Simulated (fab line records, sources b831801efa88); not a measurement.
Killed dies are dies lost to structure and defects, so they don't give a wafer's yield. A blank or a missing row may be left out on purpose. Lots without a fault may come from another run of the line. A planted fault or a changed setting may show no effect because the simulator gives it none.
Tool commonality check | flow sky130 | 14 lots, 48 wafers sampled

WHY IT WAS OPENED
At SKY_POLY_GATE_THK_MEAS_01 the reading POLY_GATE_CVD_00_THK is flagged on 2 of 14 lots. Wafers without a fault read 180.5 nm, standard deviation 1.1.
Rule: a lot is flagged when every wafer of it that has a number lies more than 4 standard deviations from that mean, or none has a number. The other lots count as sound.

lot  | measured     | on            | POLY_GATE_CVD_00_THK (nm), wafer by wafer | flag
L803 | day 14 02:53 | film_metro-04 | 180.8 179.8 179.7                         |
L804 | day 14 04:34 | film_metro-04 | 179.4 180.3 179.4                         |
L805 | day 14 14:19 | film_metro-02 | 179.6 181.5 181.4                         |
L807 | day 15 03:29 | film_metro-01 | 181.7 182.2 180.1                         |
L808 | day 15 15:58 | film_metro-04 | 181.6 183.3 182.7                         |
L809 | day 16 01:40 | film_metro-04 | 178.7 180.8 180.0                         |
L810 | day 16 07:36 | film_metro-02 | 230.8 231.1 230.5 230.6 231.0 230.5       | FLAGGED
L812 | day 17 04:59 | film_metro-02 | 231.0 230.6 230.1 230.7 230.9 230.0       | FLAGGED
L821 | day 20 09:56 | film_metro-02 | 181.4 180.8 181.3                         |
L820 | day 20 16:09 | film_metro-04 | 179.1 179.4 179.4                         |
L823 | day 20 22:22 | film_metro-01 | 180.2 181.3 182.1                         |
L824 | day 21 10:40 | film_metro-04 | 181.3 181.4 180.5                         |
L825 | day 21 17:46 | film_metro-01 | 179.3 179.4 179.2                         |
L826 | day 22 03:01 | film_metro-02 | 181.7 181.9 181.9                         |
The numbers of the flagged lots are 230.7 nm on average: +50.2 nm against the usual, or +46 standard deviations.

WHICH TOOL RAN EACH LOT
The record holds 1 process step before the reading, out of a route of 708 steps. In each cell: the tool, then ch and the chambers that the sampled wafers went through, then the start.
lot  | flag    | SKY_POLY_GATE_CVD_00
L803 |         | lpcvd-01 ch 0, day 14 01:40
L804 |         | lpcvd-01 ch 0, day 14 03:21
L805 |         | lpcvd-01 ch 0, day 14 13:06
L807 |         | lpcvd-01 ch 0, day 15 02:17
L808 |         | lpcvd-01 ch 1, day 15 14:46
L809 |         | lpcvd-01 ch 0, day 15 23:52
L810 | FLAGGED | lpcvd-01 ch 0, day 16 05:48
L812 | FLAGGED | lpcvd-01 ch 0, day 17 03:47
L821 |         | lpcvd-01 ch 1, day 20 08:43
L820 |         | lpcvd-01 ch 0, day 20 14:19
L823 |         | lpcvd-01 ch 0, day 20 21:10
L824 |         | lpcvd-01 ch 0, day 21 09:28
L825 |         | lpcvd-01 ch 1, day 21 16:32
L826 |         | lpcvd-01 ch 1, day 22 01:49
What these steps do:
- SKY_POLY_GATE_CVD_00: deposits poly-Si, target thk 180 nm, time 720 s.
- SKY_POLY_GATE_THK_MEAS_01

FLAGGED OVER TOTAL, TOOL BY TOOL (the gauges that took the reading come last)
step                      | tool          | lots run | flagged | share of the flagged lots | sound lots run after its first flagged lot
SKY_POLY_GATE_CVD_00      | lpcvd-01      | 14       | 2       | all                       | 6 (L821,L820,L823,L824,L825,L826)
SKY_POLY_GATE_THK_MEAS_01 | film_metro-01 | 3        | 0       | none                      | -
SKY_POLY_GATE_THK_MEAS_01 | film_metro-02 | 5        | 2       | all                       | 2 (L821,L826)
SKY_POLY_GATE_THK_MEAS_01 | film_metro-04 | 6        | 0       | none                      | -

WHAT THE TABLE ALLOWS
2 rows of the table ran every flagged lot: lpcvd-01 at SKY_POLY_GATE_CVD_00, film_metro-02 at SKY_POLY_GATE_THK_MEAS_01.
- lpcvd-01 at SKY_POLY_GATE_CVD_00: 2 of its 14 lots flagged. Sound lots ran on it after the first flagged one (L821, L820, L823, L824, L825, L826), which a lasting fault on the whole tool wouldn't allow.
- film_metro-02 at SKY_POLY_GATE_THK_MEAS_01: 2 of its 5 lots flagged. Sound lots ran on it after the first flagged one (L821, L826), which a lasting fault on the whole tool wouldn't allow.
No row of the table ran every flagged lot and no sound lot after the first.

WHAT THE SIMULATOR HAD PUT IN
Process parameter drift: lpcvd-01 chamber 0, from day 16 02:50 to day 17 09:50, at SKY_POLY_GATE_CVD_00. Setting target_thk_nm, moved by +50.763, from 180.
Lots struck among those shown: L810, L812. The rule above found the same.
